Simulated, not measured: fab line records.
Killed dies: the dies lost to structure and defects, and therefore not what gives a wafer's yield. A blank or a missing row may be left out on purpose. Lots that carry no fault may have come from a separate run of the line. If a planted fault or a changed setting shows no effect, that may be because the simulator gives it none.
What tool caused it? + flow sky130 + 21 wafers sampled from 7 lots at 1 step of a route of 708

WHAT THE GAUGES SHOWED, per wafer
SKY_VT_ADJUST_HVTR_OVL_MEAS_08.
| lot  | measured     | on         | VT_ADJUST_HVTR_OVL (nm) |
|------|--------------|------------|-------------------------|
| L540 | day 10 02:43 | overlay-01 | 3.1 3.3 1.2             |
| L542 | day 10 10:08 | overlay-02 | 1.3 2.7 0.4             |
| L544 | day 11 08:41 | overlay-01 | 2.4 2.2 -2.2            |
| L554 | day 14 11:23 | overlay-01 | 1.9 0.7 -1.1            |
| L556 | day 15 01:16 | overlay-01 | 3.5 2.3 2.0             |
| L558 | day 15 14:11 | overlay-02 | -0.1 0.4 1.9            |
| L561 | day 16 10:50 | overlay-01 | 4.3 3.3 4.0             |

EACH LOT AND THE TOOL THAT RAN IT (in order: tool; ch and the chambers of the sampled wafers; start)
No process step before these readings appears in the record.

THE ANSWER, worked out from the rows above alone
Rule: the lots themselves supply what counts as usual. Put in order of their means at a reading, lots are off if they are a third of the lots or fewer, leave a main group of 4 or more, and stand apart from it by a gap of 3 or more times the standard deviation of the main group's means; of several such gaps the widest counts. If all means in a main group match to the digits the tables above print for the reading, that group is not used. A lot without any number at a reading at which 4 lots or more have one is off too. All remaining lots with rows at the step are treated as sound.
No lot is off on any of the readings shown, so nothing can be concluded from this.

WHAT THE SIMULATOR PUT IN
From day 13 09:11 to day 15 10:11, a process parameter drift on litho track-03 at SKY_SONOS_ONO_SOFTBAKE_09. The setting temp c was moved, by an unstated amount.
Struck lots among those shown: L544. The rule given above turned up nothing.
